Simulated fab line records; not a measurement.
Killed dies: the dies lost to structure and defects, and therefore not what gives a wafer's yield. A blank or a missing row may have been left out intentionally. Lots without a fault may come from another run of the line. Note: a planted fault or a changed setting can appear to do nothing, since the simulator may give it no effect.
Which tool did it? :: flow sky130 :: 72 wafers from 24 lots sampled at 5 of the route's 708 steps

## WHAT THE GAUGES READ, wafer by wafer
SKY_VIA1_BOW_MEAS_03.
lot: L074
measured: day 32 08:18
on: film_metro-04
VIA1_BOW (um): 89 88 80

lot: L076
measured: day 33 10:40
on: film_metro-03
VIA1_BOW (um): 78 82 79

lot: L075
measured: day 33 16:50
on: film_metro-03
VIA1_BOW (um): 84 75 86

lot: L078
measured: day 33 23:54
on: film_metro-02
VIA1_BOW (um): 77 75 85

lot: L077
measured: day 34 05:08
on: film_metro-04
VIA1_BOW (um): 69 76 83

lot: L079
measured: day 34 15:24
on: film_metro-02
VIA1_BOW (um): 83 92 78

lot: L080
measured: day 34 17:42
on: film_metro-04
VIA1_BOW (um): 79 82 69

lot: L081
measured: day 34 22:53
on: film_metro-02
VIA1_BOW (um): 86 81 83

lot: L082
measured: day 35 05:28
on: film_metro-04
VIA1_BOW (um): 79 79 79

lot: L083
measured: day 35 10:14
on: film_metro-02
VIA1_BOW (um): 80 77 74

lot: L084
measured: day 36 05:32
on: film_metro-03
VIA1_BOW (um): 69 79 79

lot: L085
measured: day 36 07:36
on: film_metro-02
VIA1_BOW (um): 77 80 65

lot: L086
measured: day 36 08:14
on: film_metro-02
VIA1_BOW (um): 97 81 79

lot: L087
measured: day 36 10:51
on: film_metro-03
VIA1_BOW (um): 71 89 91

lot: L088
measured: day 36 21:50
on: film_metro-03
VIA1_BOW (um): 72 74 79

lot: L090
measured: day 38 04:19
on: film_metro-03
VIA1_BOW (um): 74 73 80

lot: L089
measured: day 38 05:43
on: film_metro-04
VIA1_BOW (um): 66 77 78

lot: L091
measured: day 38 12:30
on: film_metro-02
VIA1_BOW (um): 80 84 88

lot: L093
measured: day 38 18:50
on: film_metro-03
VIA1_BOW (um): 79 87 66

lot: L094
measured: day 38 19:34
on: film_metro-04
VIA1_BOW (um): 81 75 78

lot: L092
measured: day 38 21:14
on: film_metro-04
VIA1_BOW (um): 76 76 76

lot: L096
measured: day 39 08:56
on: film_metro-04
VIA1_BOW (um): 67 69 80

lot: L095
measured: day 39 10:50
on: film_metro-02
VIA1_BOW (um): 89 65 79

lot: L097
measured: day 40 00:11
on: film_metro-03
VIA1_BOW (um): 71 82 99

SKY_VIA1_OVL_MEAS_13.
lot: L074
measured: day 33 11:02
on: overlay-01
VIA1_OVL (nm): -6 -4 -4

lot: L076
measured: day 34 11:01
on: overlay-02
VIA1_OVL (nm): 3 5 2

lot: L075
measured: day 34 17:16
on: overlay-02
VIA1_OVL (nm): -2 -8 -4

lot: L078
measured: day 34 23:34
on: overlay-02
VIA1_OVL (nm): 11 -1 2

lot: L077
measured: day 35 04:34
on: overlay-02
VIA1_OVL (nm): 2 3 6

lot: L079
measured: day 35 14:43
on: overlay-02
VIA1_OVL (nm): 3 -3 1

lot: L080
measured: day 35 16:22
on: overlay-02
VIA1_OVL (nm): 3 6 0

lot: L081
measured: day 35 21:19
on: overlay-02
VIA1_OVL (nm): -7 -5 -1

lot: L082
measured: day 36 05:55
on: overlay-02
VIA1_OVL (nm): 9 5 4

lot: L083
measured: day 36 10:55
on: overlay-01
VIA1_OVL (nm): 11 3 -1

lot: L084
measured: day 37 06:28
on: overlay-01
VIA1_OVL (nm): -16 -5 -13

lot: L085
measured: day 37 06:47
on: overlay-02
VIA1_OVL (nm): 2 -1 0

lot: L086
measured: day 37 07:34
on: overlay-01
VIA1_OVL (nm): 2 -4 -4

lot: L087
measured: day 37 13:22
on: overlay-01
VIA1_OVL (nm): -6 -9 -7

lot: L088
measured: day 37 23:47
on: overlay-02
VIA1_OVL (nm): 1 -1 -8

lot: L090
measured: day 39 05:43
on: overlay-02
VIA1_OVL (nm): 9 5 9

lot: L089
measured: day 39 06:40
on: overlay-01
VIA1_OVL (nm): 1 -5 -9

lot: L091
measured: day 39 13:22
on: overlay-02
VIA1_OVL (nm): 7 8 10

lot: L093
measured: day 39 20:13
on: overlay-02
VIA1_OVL (nm): -16 -12 -14

lot: L094
measured: day 39 20:46
on: overlay-02
VIA1_OVL (nm): -2 0 -1

lot: L092
measured: day 39 22:04
on: overlay-02
VIA1_OVL (nm): -7 -9 2

lot: L096
measured: day 40 09:49
on: overlay-02
VIA1_OVL (nm): -2 -7 -4

lot: L095
measured: day 40 11:34
on: overlay-01
VIA1_OVL (nm): 0 -9 1

lot: L097
measured: day 41 00:10
on: overlay-02
VIA1_OVL (nm): 2 1 2

SKY_VIA2_RS_MEAS_22: the measuring method here is four-point-probe.
lot: L074
measured: day 35 14:51
on: film_metro-01
VIA2_W_RS (ohm/sq): 0.2736 0.2696 0.2770

lot: L076
measured: day 36 15:20
on: film_metro-03
VIA2_W_RS (ohm/sq): 0.2756 0.2769 0.2739

lot: L075
measured: day 36 22:04
on: film_metro-01
VIA2_W_RS (ohm/sq): 0.2753 0.2715 0.2722

lot: L078
measured: day 37 04:29
on: film_metro-03
VIA2_W_RS (ohm/sq): 0.2717 0.2750 0.2735

lot: L077
measured: day 37 12:20
on: film_metro-01
VIA2_W_RS (ohm/sq): 0.2706 0.2766 0.2734

lot: L079
measured: day 38 01:49
on: film_metro-01
VIA2_W_RS (ohm/sq): 0.2732 0.2746 0.2726

lot: L080
measured: day 38 02:48
on: film_metro-01
VIA2_W_RS (ohm/sq): 0.2773 0.2694 0.2757

lot: L081
measured: day 38 06:38
on: film_metro-04
VIA2_W_RS (ohm/sq): 0.2750 0.2719 0.2749

lot: L082
measured: day 38 11:17
on: film_metro-03
VIA2_W_RS (ohm/sq): 0.2719 0.2704 0.2711

lot: L083
measured: day 38 18:49
on: film_metro-04
VIA2_W_RS (ohm/sq): 0.2729 0.2719 0.2722

lot: L084
measured: day 39 14:35
on: film_metro-01
VIA2_W_RS (ohm/sq): 0.2701 0.2699 0.2679

lot: L085
measured: day 39 15:20
on: film_metro-03
VIA2_W_RS (ohm/sq): 0.2699 0.2704 0.2696

lot: L086
measured: day 39 15:35
on: film_metro-04
VIA2_W_RS (ohm/sq): 0.2704 0.2735 0.2720

lot: L087
measured: day 39 18:59
on: film_metro-03
VIA2_W_RS (ohm/sq): 0.2702 0.2698 0.2716

lot: L088
measured: day 40 04:02
on: film_metro-04
VIA2_W_RS (ohm/sq): 0.2771 0.2761 0.2757

lot: L090
measured: day 41 08:24
on: film_metro-04
VIA2_W_RS (ohm/sq): 0.2740 0.2786 0.2752

lot: L089
measured: day 41 11:34
on: film_metro-01
VIA2_W_RS (ohm/sq): 0.2744 0.2751 0.2740

lot: L091
measured: day 41 18:57
on: film_metro-03
VIA2_W_RS (ohm/sq): 0.2756 0.2776 0.2786

lot: L093
measured: day 41 23:35
on: film_metro-04
VIA2_W_RS (ohm/sq): 0.2753 0.2755 0.2778

lot: L094
measured: day 42 00:08
on: film_metro-01
VIA2_W_RS (ohm/sq): 0.2720 0.2716 0.2722

lot: L092
measured: day 42 01:41
on: film_metro-03
VIA2_W_RS (ohm/sq): 0.2717 0.2740 0.2722

lot: L096
measured: day 42 13:30
on: film_metro-03
VIA2_W_RS (ohm/sq): 0.2707 0.2700 0.2699

lot: L095
measured: day 42 14:04
on: film_metro-01
VIA2_W_RS (ohm/sq): 0.2753 0.2695 0.2680

lot: L097
measured: day 43 04:09
on: film_metro-03
VIA2_W_RS (ohm/sq): 0.2716 0.2697 0.2735

SKY_VIA2_THK_MEAS_23: measures by xrf.
lot: L074
measured: day 35 14:58
on: film_metro-01
VIA2_W_THK (nm): 421 430 420

lot: L076
measured: day 36 15:28
on: film_metro-03
VIA2_W_THK (nm): 428 428 428

lot: L075
measured: day 36 22:10
on: film_metro-01
VIA2_W_THK (nm): 422 429 430

lot: L078
measured: day 37 04:36
on: film_metro-03
VIA2_W_THK (nm): 427 424 422

lot: L077
measured: day 37 12:27
on: film_metro-01
VIA2_W_THK (nm): 432 422 428

lot: L079
measured: day 38 01:56
on: film_metro-01
VIA2_W_THK (nm): 427 422 424

lot: L080
measured: day 38 02:55
on: film_metro-01
VIA2_W_THK (nm): 421 432 421

lot: L081
measured: day 38 06:44
on: film_metro-04
VIA2_W_THK (nm): 414 419 410

lot: L082
measured: day 38 11:24
on: film_metro-03
VIA2_W_THK (nm): 431 435 431

lot: L083
measured: day 38 18:55
on: film_metro-04
VIA2_W_THK (nm): 417 414 414

lot: L084
measured: day 39 14:43
on: film_metro-01
VIA2_W_THK (nm): 431 429 435

lot: L085
measured: day 39 15:25
on: film_metro-03
VIA2_W_THK (nm): 432 434 433

lot: L086
measured: day 39 15:43
on: film_metro-04
VIA2_W_THK (nm): 424 418 421

lot: L087
measured: day 39 19:06
on: film_metro-03
VIA2_W_THK (nm): 433 431 431

lot: L088
measured: day 40 04:08
on: film_metro-04
VIA2_W_THK (nm): 415 417 416

lot: L090
measured: day 41 08:31
on: film_metro-04
VIA2_W_THK (nm): 416 411 415

lot: L089
measured: day 41 11:41
on: film_metro-01
VIA2_W_THK (nm): 430 426 428

lot: L091
measured: day 41 19:02
on: film_metro-03
VIA2_W_THK (nm): 423 417 414

lot: L093
measured: day 41 23:42
on: film_metro-04
VIA2_W_THK (nm): 415 417 411

lot: L094
measured: day 42 00:14
on: film_metro-01
VIA2_W_THK (nm): 432 430 427

lot: L092
measured: day 42 01:49
on: film_metro-03
VIA2_W_THK (nm): 426 428 428

lot: L096
measured: day 42 13:37
on: film_metro-03
VIA2_W_THK (nm): 432 431 429

lot: L095
measured: day 42 14:11
on: film_metro-01
VIA2_W_THK (nm): 426 432 436

lot: L097
measured: day 43 04:16
on: film_metro-03
VIA2_W_THK (nm): 426 429 423

## WHICH TOOL RAN EACH LOT (tool, then ch and the chambers of the sampled wafers, then the start)
lot: L074
SKY_VIA2_CMP_02: cmp-01 ch 1,3, day 34 14:23

lot: L076
SKY_VIA2_CMP_02: cmp-01 ch 0,1,2, day 35 13:16

lot: L075
SKY_VIA2_CMP_02: cmp-02 ch 0,3, day 35 18:49

lot: L078
SKY_VIA2_CMP_02: cmp-02 ch 0,3, day 36 01:08

lot: L077
SKY_VIA2_CMP_02: cmp-02 ch 0,3, day 36 08:33

lot: L079
SKY_VIA2_CMP_02: cmp-01 ch 0,1,3, day 36 20:16

lot: L080
SKY_VIA2_CMP_02: cmp-02 ch 1,2,3, day 36 21:14

lot: L081
SKY_VIA2_CMP_02: cmp-02 ch 0,1,2, day 37 02:19

lot: L082
SKY_VIA2_CMP_02: cmp-02 ch 0,1, day 37 07:58

lot: L083
SKY_VIA2_CMP_02: cmp-01 ch 1,3, day 37 16:17

lot: L084
SKY_VIA2_CMP_02: cmp-01 ch 1,2,3, day 38 12:46

lot: L085
SKY_VIA2_CMP_02: cmp-01 ch 0,1,3, day 38 13:10

lot: L086
SKY_VIA2_CMP_02: cmp-02 ch 1,2,3, day 38 13:17

lot: L087
SKY_VIA2_CMP_02: cmp-01 ch 0,1,3, day 38 17:04

lot: L088
SKY_VIA2_CMP_02: cmp-01 ch 0,1, day 39 02:46

lot: L090
SKY_VIA2_CMP_02: cmp-02 ch 0,1, day 40 08:20

lot: L089
SKY_VIA2_CMP_02: cmp-02 ch 0,1,2, day 40 10:14

lot: L091
SKY_VIA2_CMP_02: cmp-02 ch 1,2,3, day 40 17:31

lot: L093
SKY_VIA2_CMP_02: cmp-01 ch 1,3, day 40 23:05

lot: L094
SKY_VIA2_CMP_02: cmp-02 ch 0,1,3, day 40 23:59

lot: L092
SKY_VIA2_CMP_02: cmp-01 ch 0,2,3, day 41 00:46

lot: L096
SKY_VIA2_CMP_02: cmp-01 ch 1,2,3, day 41 12:41

lot: L095
SKY_VIA2_CMP_02: cmp-01 ch 0,1,3, day 41 13:36

lot: L097
SKY_VIA2_CMP_02: cmp-02 ch 0,1,2, day 42 02:58
- SKY_VIA2_CMP_02: polishes SiO2.

## WHAT THE TOOLS THEMSELVES READ (means of the sampled wafers that have a number; where no wafer has one, the mark that the record gives instead)
SKY_VIA2_CMP_02.
lot: L074
tool: cmp-01
motor_current_A (A): 12.7

lot: L076
tool: cmp-01
motor_current_A (A): 12.6

lot: L075
tool: cmp-02
motor_current_A (A): 12.2

lot: L078
tool: cmp-02
motor_current_A (A): 11.9

lot: L077
tool: cmp-02
motor_current_A (A): 12.7

lot: L079
tool: cmp-01
motor_current_A (A): 12.3

lot: L080
tool: cmp-02
motor_current_A (A): 12.3

lot: L081
tool: cmp-02
motor_current_A (A): 11.4

lot: L082
tool: cmp-02
motor_current_A (A): 11.4

lot: L083
tool: cmp-01
motor_current_A (A): 12.4

lot: L084
tool: cmp-01
motor_current_A (A): 12.9

lot: L085
tool: cmp-01
motor_current_A (A): 11.8

lot: L086
tool: cmp-02
motor_current_A (A): 12.3

lot: L087
tool: cmp-01
motor_current_A (A): 11.9

lot: L088
tool: cmp-01
motor_current_A (A): 12.5

lot: L090
tool: cmp-02
motor_current_A (A): 11.5

lot: L089
tool: cmp-02
motor_current_A (A): 11.5

lot: L091
tool: cmp-02
motor_current_A (A): 12.0

lot: L093
tool: cmp-01
motor_current_A (A): 11.8

lot: L094
tool: cmp-02
motor_current_A (A): 12.3

lot: L092
tool: cmp-01
motor_current_A (A): 12.0

lot: L096
tool: cmp-01
motor_current_A (A): 13.0

lot: L095
tool: cmp-01
motor_current_A (A): 12.1

lot: L097
tool: cmp-02
motor_current_A (A): 11.9

## THE ANSWER, worked out from the rows above alone
Rule: the usual values come from the lots themselves. The widest of any qualifying gaps counts: lots, ordered by their means at a reading, are off when they make up no more than a third of the lots, leave a main group of 4 or more, and stand apart from it by 3 or more times the standard deviation of that group's means. The tables above print the reading to a certain number of digits; a main group whose means all agree to those digits is not used. Also off: a lot with no number at a reading for which 4 or more lots have one. Any other lot the step has rows for is counted as sound. Order of review: gauges by route order, followed by the tools' own readings, for which a lot's mean as printed above is used. At the first step where some lot is off, the reading lying furthest off is the one used; lots without a number count as furthest.
Nothing can be told from this: no lot is off at any reading shown.

## WHAT THE SIMULATOR HAD INSERTED
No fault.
